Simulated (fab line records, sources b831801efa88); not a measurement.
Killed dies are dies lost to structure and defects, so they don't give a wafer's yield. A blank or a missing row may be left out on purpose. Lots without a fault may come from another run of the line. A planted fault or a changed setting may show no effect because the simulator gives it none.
A struck lot beside a sound one | flow sky130 | 15 steps out of a route of 708
Sound: wafers L155.1, L155.5, L155.6. Struck: wafers L144.4, L144.5, L144.6. The cause comes at the end.
At each step with rows: each side's tool, then ch and its chambers, then its first start. Under that, the readings that differ: sound wafers | struck wafers | difference of the means | sigmas: that difference in standard deviations of wafers without a fault.
alike: readings whose means differ by less than 2 such deviations, and words and numbers that are the same on both sides. not compared: withheld readings, readings that some wafer has no value for, bounds like >300 that may hide the same value, and numbers for which the record gives no deviation and whose values overlap.
The two part at a step that has a row with sigmas, a row that says differs or no value, or rows on one side only. Numbers that don't overlap but have no deviation are shown without sigmas and don't part them. A reading that every wafer of one side lacks parts them only if that side has two wafers or more.

SKY_PWDE_OVL_MEAS_07:
  sound on overlay-02, day 8 16:59; struck on overlay-01, day 5 22:56
  alike: PWDE_OVL
then, 1 step without rows for these wafers: SKY_PWDE_IMPLANT_08.
SKY_PWDE_STRIP_09: strips in O2/N2.
  sound on plasma_asher-02 ch 0,1, day 8 17:11; struck on plasma_asher-04 ch 0,1, day 5 23:08
  alike: chamber_pressure_mTorr, drypump_motor_current_A, oes_product_au, strip_time_to_endpoint_s
  not compared: rf_hours_counter_h
SKY_PWDE_TW_MEAS_10:
  sound on film_metro-01, day 8 17:17; struck on film_metro-03, day 5 23:14
  alike: PWDE_TW
then, 7 steps without rows for these wafers: SKY_NWELL_DEHYDRATE_03 (time 60 s); SKY_NWELL_HMDS_04 (prime time 60 s); SKY_NWELL_COAT_05 (resist thk 3000 nm); SKY_NWELL_SOFTBAKE_06; SKY_NWELL_EXPOSE_07 (exposes mask NWM, target cd 840 nm); SKY_NWELL_PEB_08; SKY_NWELL_DEVELOP_09 (develop time 60 s).
SKY_NWELL_OVL_MEAS_10:
  sound on overlay-02, day 9 13:58; struck on overlay-02, day 6 17:31
  alike: NWELL_00_OVL
SKY_NWELL_IMPLANT_11:
  sound on implanter-02 ch 0, day 9 14:00; struck on implanter-03 ch 0, day 6 17:37
  reading       | sound                            | struck                           | difference  | sigmas
  dose_ions_cm2 | 1.9003e+13 1.9055e+13 1.9028e+13 | 1.8777e+13 1.8762e+13 1.8796e+13 | -2.5033e+11 | -11
then, 1 step without rows for these wafers: SKY_NWELL_IMPLANT_12.
SKY_PAD_OPEN_PROBE_99:
  the record has rows for the sound wafers here (prober-01, day 50 13:30) and none for the struck ones

WHERE THEY PART
First at SKY_NWELL_IMPLANT_11; last, within this record, at SKY_PAD_OPEN_PROBE_99.

WHY: what the simulator had put in
Process parameter drift: implanter-03, from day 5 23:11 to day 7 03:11, at SKY_NWELL_IMPLANT_11. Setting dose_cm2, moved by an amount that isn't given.
